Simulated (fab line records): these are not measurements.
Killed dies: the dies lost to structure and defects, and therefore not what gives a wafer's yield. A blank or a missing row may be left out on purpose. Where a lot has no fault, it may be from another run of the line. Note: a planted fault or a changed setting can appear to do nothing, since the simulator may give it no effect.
Tool commonality check | flow gf180mcu | 12 lots and 35 wafers in the sample

## WHY THIS WAS OPENED
Of 12 lots, 2 have the reading V3_CVD_02_THK flagged at GF_V3_THK_MEAS_03. Fault-free wafers read 850 nm, with a standard deviation of 11.
Rule: a lot is flagged in two cases, either no wafer of it has a number, or all its wafers with numbers fall more than 4 standard deviations from that mean. As for the other lots, they are considered sound.

lot  | measured     | on            | V3_CVD_02_THK (nm), wafer by wafer | flag
L151 | day 21 15:04 | film metro-01 | 835 856 851                        |
L152 | day 22 04:20 | film metro-01 | 854 835 852                        |
L158 | day 24 08:35 | film metro-03 | 1473 1485 1501                     | FLAGGED
L161 | day 25 03:22 | film metro-01 | 1478 1474 1505                     | FLAGGED
L163 | day 25 20:34 | film metro-01 | 843 850 855                        |
L164 | day 25 22:47 | film metro-04 | 851 854 846                        |
L166 | day 26 15:35 | film metro-01 | 852 851 871                        |
L167 | day 27 02:21 | film metro-04 | 852 852 840                        |
L168 | day 27 08:48 | film metro-01 | 844 844 852                        |
L172 | day 28 04:01 | film metro-04 | 828 848 855                        |
L173 | day 28 07:18 | film metro-04 | 848 861                            |
L174 | day 28 09:13 | film metro-01 | 832 840 864                        |
Average over the flagged lots: 1486 nm; offset from the usual +636 nm, equal to +58 standard deviations.

## WHICH TOOL EACH LOT WENT THROUGH
Before the reading, the record contains 2 process steps out of a 602-step route. Every cell lists first the tool, next ch and the chambers used by the sampled wafers, and last the start.
lot  | flag    | GF_M2_SPUTTER_02             | GF_V3_CVD_02
L151 |         | pvd sputter-02, day 18 11:14 | pecvd-02 ch 0,1, day 21 14:58
L152 |         | pvd sputter-04, day 19 01:00 | pecvd-04 ch 0,1,2, day 22 04:16
L158 | FLAGGED | pvd sputter-04, day 21 07:46 | pecvd-04 ch 1,2, day 24 08:31
L161 | FLAGGED | pvd sputter-03, day 22 02:17 | pecvd-04 ch 1,2, day 25 03:18
L163 |         | pvd sputter-04, day 22 22:48 | pecvd-02 ch 1,2, day 25 20:30
L164 |         | pvd sputter-02, day 23 01:44 | pecvd-01 ch 0,1,2, day 25 22:43
L166 |         | pvd sputter-02, day 23 20:08 | pecvd-01 ch 0,1,2, day 26 15:30
L167 |         | pvd sputter-02, day 24 06:50 | pecvd-02 ch 0,1,2, day 27 02:17
L168 |         | pvd sputter-02, day 24 12:28 | pecvd-02 ch 0,2, day 27 08:44
L172 |         | pvd sputter-02, day 25 10:14 | pecvd-02 ch 0,1, day 28 03:56
L173 |         | pvd sputter-02, day 25 14:36 | pecvd-04 ch 1,2, day 28 07:14
L174 |         | pvd sputter-03, day 25 16:11 | pecvd-04 ch 0,1,2, day 28 09:09
What the steps here do:
- GF_M2_SPUTTER_02: material AlCu, target thk 450 nm, time 23.9 s.
- GF_V3_CVD_02: deposits SiO2 from TEOS, target thk 850 nm, time 94.851 s.
- GF_V3_THK_MEAS_03

## FLAGGED OVER TOTAL, TOOL BY TOOL (the gauges that took the reading come last)
step              | tool           | lots run | flagged | share of the flagged lots | sound lots run after its first flagged lot
GF_M2_SPUTTER_02  | pvd sputter-02 | 7        | 0       | none                      | -
GF_M2_SPUTTER_02  | pvd sputter-03 | 2        | 1       | some                      | 1 (L174)
GF_M2_SPUTTER_02  | pvd sputter-04 | 3        | 1       | some                      | 1 (L163)
GF_V3_CVD_02      | pecvd-01       | 2        | 0       | none                      | -
GF_V3_CVD_02      | pecvd-02       | 5        | 0       | none                      | -
GF_V3_CVD_02      | pecvd-04       | 5        | 2       | all                       | 2 (L173,L174)
GF_V3_THK_MEAS_03 | film metro-01  | 7        | 1       | some                      | 4 (L163,L166,L168,L174)
GF_V3_THK_MEAS_03 | film metro-03  | 1        | 1       | some                      | 0
GF_V3_THK_MEAS_03 | film metro-04  | 4        | 0       | none                      | -

## WHAT IS ALLOWED BY THE TABLE
1 row of the table ran every flagged lot: pecvd-04 at GF_V3_CVD_02.
- pecvd-04 at GF_V3_CVD_02: 2 of its 5 lots flagged. Sound lots ran on it after the first flagged one (L173, L174), which a lasting fault on the whole tool wouldn't allow.
Every row of the table either missed a flagged lot or ran a sound lot after the first.

## WHAT THE SIMULATOR PUT IN
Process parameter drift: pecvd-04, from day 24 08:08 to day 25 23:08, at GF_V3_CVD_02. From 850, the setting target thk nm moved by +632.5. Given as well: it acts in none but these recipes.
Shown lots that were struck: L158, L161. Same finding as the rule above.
